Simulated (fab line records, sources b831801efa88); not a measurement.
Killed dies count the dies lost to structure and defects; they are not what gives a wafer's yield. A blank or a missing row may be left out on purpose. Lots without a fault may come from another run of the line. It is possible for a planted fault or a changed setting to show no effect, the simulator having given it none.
8D (eight disciplines) problem report, filled in by code | flow gf180mcu | the parts of the form that need people (team, actions taken, sign-off) are left out

1. PROBLEM STATEMENT
Wafers free of any fault read 200.6 nm (standard deviation 2.4) for POLY_GATE_CVD_00_THK at GF_POLY_GATE_THK_MEAS_01, against a mean of 113.0 nm on 6 wafers of 2 lots. Measured from the usual mean, that is -36 standard deviations.
First observed at day 12 07:41: wafer L214.1, on filmMetro-04. The record holds 33 wafers of 11 lots with a number at this step. The rule behind "out" and "out of limits": a value lying over 4 standard deviations away from the usual mean. The other wafers with a number count as sound.

2. WHAT THIS IS AND IS NOT
question                    | is                     | is not
which readings at this step | POLY_GATE_CVD_00_THK   | -
which lots                  | L214, L215             | L202, L205, L206, L208, L209, L211, L212, L217, L224
which wafers of those lots  | all that have a number | -
read on which gauges        | filmMetro-04           | filmMetro-02, filmMetro-03
when                        | from day 12 07:41      | up to then (21 sound wafers); but 6 sound wafers of L217, L224 came after

3. WHAT RULES OUT EACH SUSPECT
Counting: a tool at a process step up to the reading stays a suspect if it ran every lot that is out and no sound lot after the first of them.
- ruled out: the gauge at GF_POLY_GATE_THK_MEAS_01. All the wafers that are out were read on filmMetro-04, but those of them that GF_POLY_GATE_CVD_00 has rows for are out there too, on other tools.
- lpcvd-02 at GF_POLY_GATE_CVD_00 (deposits poly-Si, target thk 200 nm, time 1200 s): ruled out as a lasting fault. After its first lot that is out, L214 (day 12 06:22), sound lots L224 ran on it.
Left after counting: nothing in the record.

4. THE CAUSE (what the simulator had put in)
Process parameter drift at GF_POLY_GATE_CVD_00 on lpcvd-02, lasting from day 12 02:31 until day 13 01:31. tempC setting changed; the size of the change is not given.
Counting ruled it out, wrongly: the rule takes a fault to strike every lot that its tool runs from its start on, and this one did not.

5. THE EFFECT CHAIN, in route order
Rows list readings where the struck wafers' mean (over those with a number) sits beyond 3 standard deviations from the usual. Only readings whose record carries a usual standard deviation are examined. hours: median over the lots of the time between each lot's start at the first step of this table that gives one and its start at this step. sigmas: the change, counted in usual standard deviations.
hours | step                     | reading              | usual      | on struck wafers | change | sigmas
0     | GF_POLY_GATE_CVD_00      | spikeTcBottomC       | 639.9 C    | 615.8            | -24.1  | -8.3
0     | GF_POLY_GATE_CVD_00      | spikeTcCentreC       | 622.0 C    | 598.7            | -23.3  | -21
0     | GF_POLY_GATE_CVD_00      | spikeTcLowerC        | 620.1 C    | 597.2            | -22.9  | -21
0     | GF_POLY_GATE_CVD_00      | spikeTcTopC          | 641 C      | 616              | -24    | -6.4
0     | GF_POLY_GATE_CVD_00      | spikeTcUpperC        | 621.0 C    | 598.1            | -22.9  | -16
0     | GF_POLY_GATE_CVD_00      | susceptorTempC       | 620.00 C   | 596.92           | -23.08 | -80
1     | GF_POLY_GATE_THK_MEAS_01 | POLY_GATE_CVD_00_THK | 200.6 nm   | 113.0            | -87.6  | -36
21    | GF_POLY_GATE_ETCH_13     | oesProductAu         | 0.989 a.u. | 0.683            | -0.306 | -37
Its process steps:
- GF_POLY_GATE_CVD_00: deposits poly-Si, target thk 200 nm, time 1200 s.
- GF_POLY_GATE_ETCH_13: etches poly-Si in HBr/Cl2, stops on SiO2, target depth 198.5 nm, time 69.6 s.

6. WHAT WOULD HAVE CAUGHT IT SOONER
5 hours passed between the start of the fault at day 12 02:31 and the first reading out of limits at a measuring or inspecting step in this record, taken at day 12 07:41.
The tool's own readings at GF_POLY_GATE_CVD_00 were out on every struck wafer that the step has a row for (spikeTcBottomC, spikeTcCentreC, spikeTcLowerC, spikeTcTopC, spikeTcUpperC, susceptorTempC): an alarm limit on them would have fired on the first of those.
